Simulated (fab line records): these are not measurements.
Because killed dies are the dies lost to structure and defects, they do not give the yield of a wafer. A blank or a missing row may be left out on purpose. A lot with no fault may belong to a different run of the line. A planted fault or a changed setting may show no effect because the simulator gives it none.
The tool behind it: which one? | flow sfq-line | 42 wafers from 14 lots sampled at 2 of the route's 325 steps

== WHAT THE GAUGES SHOWED, per wafer ==
SFQ_I4_OVL_MEAS_928. Usual: I4_OVL typically reads -4 nm, with standard deviation 5.
lot  | measured     | on         | I4_OVL (nm) | flag
L139 | day 49 17:46 | overlay-01 | -6 -2 -2    |
L140 | day 49 20:10 | overlay-02 | -7 0 1      |
L141 | day 50 11:21 | overlay-02 | -4 2 2      |
L142 | day 50 16:41 | overlay-02 | -4 -11 -2   |
L149 | day 59 10:32 | overlay-02 | 2 -4 -5     |
L152 | day 60 10:33 | overlay-02 | -6 -10 -9   |
L155 | day 60 22:32 | overlay-01 | -6 -3 -3    |
L156 | day 61 02:08 | overlay-01 | -6 0 -8     |
L157 | day 61 04:32 | overlay-01 | 1 -2 -1     |
L158 | day 61 08:09 | overlay-02 | -4 1 -4     |
L159 | day 61 10:32 | overlay-02 | -8 2 -6     |
L160 | day 61 15:20 | overlay-02 | -8 -8 -8    |
L161 | day 61 18:56 | overlay-01 | -6 -7 -9    |
L162 | day 63 15:49 | overlay-02 | 8 10 -3     |

== TOOL THAT RAN EACH LOT (tool first, then ch and the chambers of the sampled wafers, then the start) ==
lot  | SFQ_TRILAYER_I4_METRO_MEASURE_101
L139 | film-metro-02, day 49 14:31
L140 | film-metro-03, day 49 16:43
L141 | film-metro-04, day 50 07:54
L142 | film-metro-03, day 50 13:07
L149 | film-metro-02, day 53 19:04
L152 | film-metro-04, day 54 17:58
L155 | film-metro-04, day 55 09:29
L156 | film-metro-04, day 55 12:29
L157 | film-metro-04, day 55 14:25
L158 | film-metro-04, day 55 20:01
L159 | film-metro-02, day 56 01:48
L160 | film-metro-04, day 56 06:51
L161 | film-metro-04, day 56 13:26
L162 | film-metro-02, day 58 01:38
- SFQ_TRILAYER_I4_METRO_MEASURE_101

== WHAT THE TOOLS THEMSELVES READ (means of the sampled wafers that have a number; where no wafer has one, the mark that the record gives instead) ==
SFQ_TRILAYER_I4_METRO_MEASURE_101. Usual: thk-nm reads 199.9 nm (standard deviation 1.2).
lot  | tool          | thk-nm (nm) | flag
L139 | film-metro-02 | 199.4       |
L140 | film-metro-03 | 199.3       |
L141 | film-metro-04 | 201.6       |
L142 | film-metro-03 | 201.1       |
L149 | film-metro-02 | 200.2       |
L152 | film-metro-04 | 198.4       |
L155 | film-metro-04 | 200.4       |
L156 | film-metro-04 | 201.1       |
L157 | film-metro-04 | 199.8       |
L158 | film-metro-04 | 200.4       |
L159 | film-metro-02 | 200.3       |
L160 | film-metro-04 | 198.6       |
L161 | film-metro-04 | 199.9       |
L162 | film-metro-02 | 201.3       |

== THE ANSWER, worked out from the rows above alone ==
Rule: a lot counts as off when the mean over its wafers that have a number is more than 3 standard deviations away from the usual mean. Also off: a lot with no number at a reading for which 4 or more lots have one. Where the step has rows for the other lots, those lots are counted as sound. After the gauges, taken in route order, come the tools' own readings; for these a lot's mean is taken, as printed above. At the first step where some lot is off, the reading lying furthest off is the one used; lots without a number count as furthest.
No lot is off at any reading shown: from this, nothing can be told.

== WHAT THE SIMULATOR HAD PUT IN ==
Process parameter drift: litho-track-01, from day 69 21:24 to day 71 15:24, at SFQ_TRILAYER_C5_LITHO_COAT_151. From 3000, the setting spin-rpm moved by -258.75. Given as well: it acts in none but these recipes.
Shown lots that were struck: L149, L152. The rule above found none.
